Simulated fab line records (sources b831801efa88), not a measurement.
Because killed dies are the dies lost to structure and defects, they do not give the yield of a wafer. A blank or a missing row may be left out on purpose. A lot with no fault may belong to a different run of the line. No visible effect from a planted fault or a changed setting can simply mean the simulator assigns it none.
The tool behind it: which one?	flow gf180mcu	36 wafers from 12 lots sampled at 4 of the route's 602 steps

## WHAT THE GAUGES SHOWED, per wafer
GF_PASSIVATION_BOW_MEAS_14. Usual: PASSIVATION_BOW typically reads 136 um, with standard deviation 9.8.
lot	measured	on	PASSIVATION_BOW (um)	flag
L302	day 29 17:02	film-metro-02	135 143 136	
L305	day 30 14:04	film-metro-02	134 140 124	
L307	day 31 02:07	film-metro-03	140 135 148	
L308	day 31 12:59	film-metro-02	130 124 131	
L315	day 33 03:16	film-metro-04	132 141 135	
L317	day 33 18:16	film-metro-03	139 132 124	
L318	day 33 19:42	film-metro-02	123 106 125	
L319	day 33 23:40	film-metro-03	144 151 135	
L320	day 34 08:34	film-metro-04	134 139 139	
L321	day 34 09:34	film-metro-03	124 116 125	
L322	day 34 14:47	film-metro-02	133 132 131	
L323	day 35 04:29	film-metro-04	146 142 138	

## WHAT TOOL EACH LOT RAN ON (gives the tool, then ch and the chambers of the sampled wafers, and finally the start)
lot	GF_MIM_SPUTTER_00	GF_PASSIVATION_ETCH_11	GF_PASSIVATION_STRIP_12
L302	pvd-sputter-03, day 25 04:32	rie-diel-03 ch 0,1,3, day 29 15:09	plasma-asher-03 ch 0,1, day 29 15:25
L305	pvd-sputter-01, day 26 05:05	rie-diel-02 ch 0,1,2, day 30 12:09	plasma-asher-03 ch 0,1, day 30 12:27
L307	pvd-sputter-01, day 26 18:37	rie-diel-03 ch 0,1,2, day 31 00:12	plasma-asher-02 ch 0,1, day 31 00:30
L308	pvd-sputter-03, day 27 02:35	rie-diel-04 ch 0,1,2, day 31 11:05	plasma-asher-02 ch 0,1, day 31 11:22
L315	pvd-sputter-02, day 29 02:49	rie-diel-04 ch 1,3, day 33 01:23	plasma-asher-02 ch 0, day 33 01:40
L317	pvd-sputter-03, day 29 21:55	rie-diel-04 ch 1,3, day 33 16:24	plasma-asher-03 ch 0,1, day 33 16:40
L318	pvd-sputter-01, day 29 23:55	rie-diel-03 ch 0,1,3, day 33 17:47	plasma-asher-03 ch 0,1, day 33 18:06
L319	pvd-sputter-02, day 30 04:23	rie-diel-02 ch 0,3, day 33 21:47	plasma-asher-02 ch 0,1, day 33 22:04
L320	pvd-sputter-01, day 30 14:28	rie-diel-03 ch 1,2,3, day 34 06:40	plasma-asher-03 ch 0,1, day 34 06:56
L321	pvd-sputter-03, day 30 15:40	rie-diel-02 ch 0,1,3, day 34 07:41	plasma-asher-04 ch 0,1, day 34 07:58
L322	pvd-sputter-01, day 30 21:44	rie-diel-02 ch 0,2, day 34 12:53	plasma-asher-04 ch 0,1, day 34 13:10
L323	pvd-sputter-01, day 31 15:44	rie-diel-02 ch 1,2, day 35 02:37	plasma-asher-02 ch 0,1, day 35 02:53
- GF_MIM_SPUTTER_00: material Ti, target thk 37.5 nm, time 150 s.
- GF_PASSIVATION_ETCH_11: etches the open film in CF4/O2, stops on TiN, target depth 2040 nm, time 453.3 s.
- GF_PASSIVATION_STRIP_12: strips in O2/N2.

## WHAT THE TOOLS THEMSELVES READ (means of the sampled wafers that have a number; where no wafer has one, the mark that the record gives instead)
GF_MIM_SPUTTER_00. Usual: 30.4 % for throttle-valve-pct, sd 1.
lot	tool	throttle-valve-pct (%)	flag
L302	pvd-sputter-03	30.9	
L305	pvd-sputter-01	30.9	
L307	pvd-sputter-01	30.4	
L308	pvd-sputter-03	30.9	
L315	pvd-sputter-02	30.4	
L317	pvd-sputter-03	30.2	
L318	pvd-sputter-01	30.4	
L319	pvd-sputter-02	30.4	
L320	pvd-sputter-01	30.3	
L321	pvd-sputter-03	30.4	
L322	pvd-sputter-01	30.3	
L323	pvd-sputter-01	28.6	

GF_PASSIVATION_ETCH_11. Usual: drypump-motor-current-A 5.38 A, standard deviation 0.25; oes-product-au 0.988 a.u., standard deviation 0.0064; throttle-valve-pct 5.968 %, standard deviation 0.0097.
lot	tool	drypump-motor-current-A (A)	oes-product-au (a.u.)	throttle-valve-pct (%)	flag
L302	rie-diel-03	5.27	0.995	5.973	
L305	rie-diel-02	5.34	0.987	5.959	
L307	rie-diel-03	5.48	0.987	5.967	
L308	rie-diel-04	5.37	0.988	5.960	
L315	rie-diel-04	5.64	0.989	5.970	
L317	rie-diel-04	5.64	0.988	5.975	
L318	rie-diel-03	5.27	0.993	5.960	
L319	rie-diel-02	5.12	0.982	5.970	
L320	rie-diel-03	5.45	0.988	5.969	
L321	rie-diel-02	5.27	0.986	5.977	
L322	rie-diel-02	5.22	0.986	5.973	
L323	rie-diel-02	5.50	0.993	5.978	

GF_PASSIVATION_STRIP_12. Usual: drypump-motor-current-A 5.60 A, standard deviation 0.19; heater-power-w 333 W, standard deviation 32; oes-product-au 0.719 a.u., standard deviation 0.0045; platen-temp-c 249.99 C, standard deviation 0.19; strip-time-to-endpoint-s 32.99 s, standard deviation 0.23.
lot	tool	drypump-motor-current-A (A)	heater-power-w (W)	oes-product-au (a.u.)	platen-temp-c (C)	strip-time-to-endpoint-s (s)	flag
L302	plasma-asher-03	5.70	332	0.719	249.86	32.81	
L305	plasma-asher-03	5.62	332	0.720	249.98	33.08	
L307	plasma-asher-02	5.63	347	0.714	249.90	32.82	
L308	plasma-asher-02	5.53	362	0.717	249.85	32.92	
L315	plasma-asher-02	5.72	322	0.717	250.35	33.05	
L317	plasma-asher-03	5.69	330	0.722	249.88	32.73	
L318	plasma-asher-03	5.63	331	0.717	249.97	32.86	
L319	plasma-asher-02	5.54	361	0.723	249.88	33.31	
L320	plasma-asher-03	5.64	335	0.721	249.77	32.84	
L321	plasma-asher-04	5.41	313	0.719	250.01	32.98	
L322	plasma-asher-04	5.61	301	0.716	250.11	33.18	
L323	plasma-asher-02	5.63	342	0.721	250.03	32.90	

## THE ANSWER, worked out from the rows above alone
Rule: a lot is off if the mean of its wafers that have a number lies more than 3 standard deviations from the usual mean. A lot without any number at a reading at which 4 lots or more have one is off too. Any other lot the step has rows for is counted as sound. The gauges are gone through in route order, then the tools' own readings, and for those a lot's mean is taken as printed above. At the first step where some lot is off, the reading lying furthest off is the one used; lots without a number count as furthest.
No lot is off on any of the readings shown, so nothing can be concluded from this.

## WHAT THE SIMULATOR HAD PUT IN
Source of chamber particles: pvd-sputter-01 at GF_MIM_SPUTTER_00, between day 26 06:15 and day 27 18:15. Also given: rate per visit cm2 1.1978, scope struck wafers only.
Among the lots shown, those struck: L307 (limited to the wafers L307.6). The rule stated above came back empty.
